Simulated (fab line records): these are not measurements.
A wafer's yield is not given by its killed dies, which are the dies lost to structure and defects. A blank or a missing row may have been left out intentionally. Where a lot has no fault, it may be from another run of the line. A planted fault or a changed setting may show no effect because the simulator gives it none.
Which of the tools did it? || flow sky130 || Sampling: 12 lots, 36 wafers, 3 of 708 route steps

## WHAT EACH GAUGE READ, for each wafer
SKY_CONTACT_THK_MEAS_03. Usual: CONTACT_HDPCVD_THK 567 nm, standard deviation 7.6.
{"lot": "L612", "measured": "day 30 23:35", "on": "film metro-04", "CONTACT_HDPCVD_THK (nm)": "578 587 578", "flag": ""}
{"lot": "L613", "measured": "day 31 07:21", "on": "film metro-03", "CONTACT_HDPCVD_THK (nm)": "562 566 575", "flag": ""}
{"lot": "L616", "measured": "day 32 03:22", "on": "film metro-01", "CONTACT_HDPCVD_THK (nm)": "560 557 552", "flag": ""}
{"lot": "L617", "measured": "day 32 15:58", "on": "film metro-04", "CONTACT_HDPCVD_THK (nm)": "564 568 577", "flag": ""}
{"lot": "L618", "measured": "day 33 02:44", "on": "film metro-04", "CONTACT_HDPCVD_THK (nm)": "551 564 556", "flag": ""}
{"lot": "L619", "measured": "day 33 14:26", "on": "film metro-01", "CONTACT_HDPCVD_THK (nm)": "578 562 565", "flag": ""}
{"lot": "L621", "measured": "day 34 02:51", "on": "film metro-03", "CONTACT_HDPCVD_THK (nm)": "577 561 575", "flag": ""}
{"lot": "L623", "measured": "day 34 18:46", "on": "film metro-03", "CONTACT_HDPCVD_THK (nm)": "582 576 574", "flag": ""}
{"lot": "L625", "measured": "day 35 10:29", "on": "film metro-01", "CONTACT_HDPCVD_THK (nm)": "561 563 559", "flag": ""}
{"lot": "L632", "measured": "day 37 02:41", "on": "film metro-04", "CONTACT_HDPCVD_THK (nm)": "568 557 572", "flag": ""}
{"lot": "L633", "measured": "day 37 15:05", "on": "film metro-04", "CONTACT_HDPCVD_THK (nm)": "576 579 581", "flag": ""}
{"lot": "L634", "measured": "day 37 19:13", "on": "film metro-01", "CONTACT_HDPCVD_THK (nm)": "564 567 569", "flag": ""}

## WHICH TOOL RAN EACH LOT (tool, then ch and the chambers of the sampled wafers, then the start)
{"lot": "L612", "SKY_LOCAL_INTERCONNECT_SPUTTER_00": "pvd sputter-01, day 29 18:06", "SKY_LOCAL_INTERCONNECT_STRIP_15": "plasma asher-01 ch 1, day 30 22:50"}
{"lot": "L613", "SKY_LOCAL_INTERCONNECT_SPUTTER_00": "pvd sputter-01, day 30 01:48", "SKY_LOCAL_INTERCONNECT_STRIP_15": "plasma asher-02 ch 0,1, day 31 06:36"}
{"lot": "L616", "SKY_LOCAL_INTERCONNECT_SPUTTER_00": "pvd sputter-01, day 30 22:03", "SKY_LOCAL_INTERCONNECT_STRIP_15": "plasma asher-01 ch 0,1, day 32 02:36"}
{"lot": "L617", "SKY_LOCAL_INTERCONNECT_SPUTTER_00": "pvd sputter-01, day 31 10:26", "SKY_LOCAL_INTERCONNECT_STRIP_15": "plasma asher-03 ch 0,1, day 32 15:09"}
{"lot": "L618", "SKY_LOCAL_INTERCONNECT_SPUTTER_00": "pvd sputter-01, day 31 21:57", "SKY_LOCAL_INTERCONNECT_STRIP_15": "plasma asher-01 ch 0,1, day 33 01:57"}
{"lot": "L619", "SKY_LOCAL_INTERCONNECT_SPUTTER_00": "pvd sputter-04, day 32 09:53", "SKY_LOCAL_INTERCONNECT_STRIP_15": "plasma asher-03 ch 0,1, day 33 13:38"}
{"lot": "L621", "SKY_LOCAL_INTERCONNECT_SPUTTER_00": "pvd sputter-01, day 32 22:30", "SKY_LOCAL_INTERCONNECT_STRIP_15": "plasma asher-01 ch 0,1, day 34 02:06"}
{"lot": "L623", "SKY_LOCAL_INTERCONNECT_SPUTTER_00": "pvd sputter-03, day 33 15:14", "SKY_LOCAL_INTERCONNECT_STRIP_15": "plasma asher-02 ch 0,1, day 34 18:00"}
{"lot": "L625", "SKY_LOCAL_INTERCONNECT_SPUTTER_00": "pvd sputter-04, day 34 07:24", "SKY_LOCAL_INTERCONNECT_STRIP_15": "plasma asher-01 ch 0,1, day 35 09:42"}
{"lot": "L632", "SKY_LOCAL_INTERCONNECT_SPUTTER_00": "pvd sputter-03, day 35 23:17", "SKY_LOCAL_INTERCONNECT_STRIP_15": "plasma asher-01 ch 0, day 37 01:55"}
{"lot": "L633", "SKY_LOCAL_INTERCONNECT_SPUTTER_00": "pvd sputter-01, day 36 12:26", "SKY_LOCAL_INTERCONNECT_STRIP_15": "plasma asher-03 ch 0,1, day 37 14:20"}
{"lot": "L634", "SKY_LOCAL_INTERCONNECT_SPUTTER_00": "pvd sputter-01, day 36 16:44", "SKY_LOCAL_INTERCONNECT_STRIP_15": "plasma asher-02 ch 0,1, day 37 18:27"}
- SKY_LOCAL_INTERCONNECT_SPUTTER_00: material TiN, target thk 100 nm, time 83.3 s.
- SKY_LOCAL_INTERCONNECT_STRIP_15: strips in O2/N2.

## WHAT THE TOOLS THEMSELVES READ (means of the sampled wafers that have a number; where no wafer has one, the mark that the record gives instead)
SKY_LOCAL_INTERCONNECT_SPUTTER_00. Usual: throttle valve pct reads 29.5 % (standard deviation 1.3).
{"lot": "L612", "tool": "pvd sputter-01", "throttle valve pct (%)": 28.6, "flag": ""}
{"lot": "L613", "tool": "pvd sputter-01", "throttle valve pct (%)": 28.7, "flag": ""}
{"lot": "L616", "tool": "pvd sputter-01", "throttle valve pct (%)": 29.6, "flag": ""}
{"lot": "L617", "tool": "pvd sputter-01", "throttle valve pct (%)": 28.7, "flag": ""}
{"lot": "L618", "tool": "pvd sputter-01", "throttle valve pct (%)": 28.5, "flag": ""}
{"lot": "L619", "tool": "pvd sputter-04", "throttle valve pct (%)": 32.5, "flag": ""}
{"lot": "L621", "tool": "pvd sputter-01", "throttle valve pct (%)": 29.3, "flag": ""}
{"lot": "L623", "tool": "pvd sputter-03", "throttle valve pct (%)": 29.4, "flag": ""}
{"lot": "L625", "tool": "pvd sputter-04", "throttle valve pct (%)": 31.7, "flag": ""}
{"lot": "L632", "tool": "pvd sputter-03", "throttle valve pct (%)": 29.8, "flag": ""}
{"lot": "L633", "tool": "pvd sputter-01", "throttle valve pct (%)": 29.0, "flag": ""}
{"lot": "L634", "tool": "pvd sputter-01", "throttle valve pct (%)": 28.9, "flag": ""}

SKY_LOCAL_INTERCONNECT_STRIP_15. Usual: drypump motor current A 5.4 A, standard deviation 0.51; oes product au 0.427 a.u., standard deviation 0.0046; strip time to endpoint s 4.718 s, standard deviation 0.021.
{"lot": "L612", "tool": "plasma asher-01", "drypump motor current A (A)": 4.7, "oes product au (a.u.)": 0.428, "strip time to endpoint s (s)": 4.739, "flag": ""}
{"lot": "L613", "tool": "plasma asher-02", "drypump motor current A (A)": 6.0, "oes product au (a.u.)": 0.421, "strip time to endpoint s (s)": 4.717, "flag": ""}
{"lot": "L616", "tool": "plasma asher-01", "drypump motor current A (A)": 5.5, "oes product au (a.u.)": 0.426, "strip time to endpoint s (s)": 4.735, "flag": ""}
{"lot": "L617", "tool": "plasma asher-03", "drypump motor current A (A)": 5.3, "oes product au (a.u.)": 0.430, "strip time to endpoint s (s)": 4.721, "flag": ""}
{"lot": "L618", "tool": "plasma asher-01", "drypump motor current A (A)": 5.5, "oes product au (a.u.)": 0.428, "strip time to endpoint s (s)": 4.725, "flag": ""}
{"lot": "L619", "tool": "plasma asher-03", "drypump motor current A (A)": 5.2, "oes product au (a.u.)": 0.428, "strip time to endpoint s (s)": 4.713, "flag": ""}
{"lot": "L621", "tool": "plasma asher-01", "drypump motor current A (A)": 5.1, "oes product au (a.u.)": 0.425, "strip time to endpoint s (s)": 4.720, "flag": ""}
{"lot": "L623", "tool": "plasma asher-02", "drypump motor current A (A)": 6.0, "oes product au (a.u.)": 0.428, "strip time to endpoint s (s)": 4.737, "flag": ""}
{"lot": "L625", "tool": "plasma asher-01", "drypump motor current A (A)": 5.5, "oes product au (a.u.)": 0.431, "strip time to endpoint s (s)": 4.716, "flag": ""}
{"lot": "L632", "tool": "plasma asher-01", "drypump motor current A (A)": 5.8, "oes product au (a.u.)": 0.430, "strip time to endpoint s (s)": 4.713, "flag": ""}
{"lot": "L633", "tool": "plasma asher-03", "drypump motor current A (A)": 5.3, "oes product au (a.u.)": 0.428, "strip time to endpoint s (s)": 4.703, "flag": ""}
{"lot": "L634", "tool": "plasma asher-02", "drypump motor current A (A)": 5.9, "oes product au (a.u.)": 0.426, "strip time to endpoint s (s)": 4.720, "flag": ""}

## THE ANSWER, worked out from the rows above alone
Rule: take the mean of a lot's wafers that have a number; if it is more than 3 standard deviations from the usual mean, the lot is off. A lot without any number at a reading at which 4 lots or more have one is off too. Any other lot the step has rows for is counted as sound. The gauges are gone through in route order, then the tools' own readings, and for those a lot's mean is taken as printed above. At the first step where some lot is off, the reading lying furthest off is the one used; lots without a number count as furthest.
No lot is off at any reading shown: from this, nothing can be told.

## WHAT THE SIMULATOR HAD PUT IN
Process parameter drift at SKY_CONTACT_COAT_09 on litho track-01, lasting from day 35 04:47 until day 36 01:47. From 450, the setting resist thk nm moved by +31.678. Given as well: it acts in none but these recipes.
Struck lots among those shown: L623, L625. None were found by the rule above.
